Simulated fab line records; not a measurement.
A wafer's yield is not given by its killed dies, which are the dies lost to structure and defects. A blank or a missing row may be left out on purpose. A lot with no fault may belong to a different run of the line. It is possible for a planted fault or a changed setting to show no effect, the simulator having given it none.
A single fault, viewed from 2 desks || flow gf180mcu || each desk holds nothing but its own numbers, with what lay behind them at the end

== AT THE METROLOGY DESK ==
What the gauges read, lot by lot, whatever tool the lot ran on: means of the sampled wafers that have a number. The brackets show how far a lot's mean lies from the usual mean; more than 4 standard deviations puts the lot out of limits, marked OUT.
Columns: A = V4_W_THK at GF_V4_THK_MEAS_25, usual 351 nm; B = PASSIVATION_CVD_00_THK at GF_PASSIVATION_THK_MEAS_01, usual 1001 nm; C = PASSIVATION_BOW at GF_PASSIVATION_BOW_MEAS_14, usual 137 um
{"lot": "L125", "first seen here": "day 24 19:50", "A": 359, "B": 997, "C": 125}
{"lot": "L126", "first seen here": "day 25 04:35", "A": 344, "B": 1015, "C": 124}
{"lot": "L127", "first seen here": "day 25 17:17", "A": 343, "B": 996, "C": 128}
{"lot": "L128", "first seen here": "day 26 03:26", "A": 342, "B": 996, "C": 145}
{"lot": "L129", "first seen here": "day 26 06:53", "A": 341, "B": 995, "C": 141}
{"lot": "L133", "first seen here": "day 27 09:48", "A": 344, "B": 1005, "C": 152}
{"lot": "L136", "first seen here": "day 28 11:26", "A": 355, "B": 1019, "C": 126}
{"lot": "L140", "first seen here": "day 29 16:13", "A": 350, "B": 1001, "C": 146}
{"lot": "L142", "first seen here": "day 30 11:55", "A": 352, "B": 993, "C": 126}
{"lot": "L144", "first seen here": "day 30 18:53", "A": 350, "B": 1004, "C": 133}
{"lot": "L145", "first seen here": "day 30 20:28", "A": 353, "B": 997, "C": 153}
{"lot": "L146", "first seen here": "day 31 04:51", "A": 357, "B": 996, "C": 138}
{"lot": "L147", "first seen here": "day 31 10:55", "A": 353, "B": 1000, "C": 139}
This desk's finding: nothing out of limits on any of the 13 lots.

== TOOL OWNER'S DESK, cmp-01 ==
The tool's own readings at GF_V5_CMP_26 (polishes, stops on SiO2, t overpolish 15 s, target thk 0 nm): means of the sampled wafers that have a number, for each lot that ran on this tool. The brackets show how far a lot's mean lies from the usual mean; more than 4 standard deviations puts the lot out of limits, marked OUT.
Columns: A = motor_current_A at GF_V5_CMP_26, usual 10.8 A; B = overpolish_run_s at GF_V5_CMP_26, usual 14.999 s; C = slurry_filter_dp_kPa at GF_V5_CMP_26, usual 13.52 kPa; D = time_to_endpoint_s at GF_V5_CMP_26, usual 85 s
{"lot": "L125", "first seen here": "day 27 14:17", "A": 11.1, "B": 15.010, "C": 13.50, "D": 85}
{"lot": "L126", "first seen here": "day 27 22:16", "A": 12.2, "B": 14.998, "C": 13.51, "D": 87}
{"lot": "L127", "first seen here": "day 28 10:16", "A": 11.8, "B": 14.999, "C": 13.46, "D": 86}
{"lot": "L129", "first seen here": "day 28 21:46", "A": 11.6, "B": 15.003, "C": 13.53, "D": 82}
{"lot": "L140", "first seen here": "day 32 01:02", "A": 12.0, "B": 14.996, "C": 13.43, "D": 86}
{"lot": "L145", "first seen here": "day 33 02:35", "A": 11.6, "B": 15.006, "C": 13.47, "D": 89}
{"lot": "L147", "first seen here": "day 33 14:09", "A": 11.8, "B": 14.996, "C": 13.55, "D": 84}
This desk's finding: nothing out of limits on any of the 7 lots.

== BROUGHT TOGETHER ==
From the metrology desk's view, nothing was out of limits.
Nothing out of limits was seen by the tool owner's desk.

== WHAT THE SIMULATOR PUT IN ==
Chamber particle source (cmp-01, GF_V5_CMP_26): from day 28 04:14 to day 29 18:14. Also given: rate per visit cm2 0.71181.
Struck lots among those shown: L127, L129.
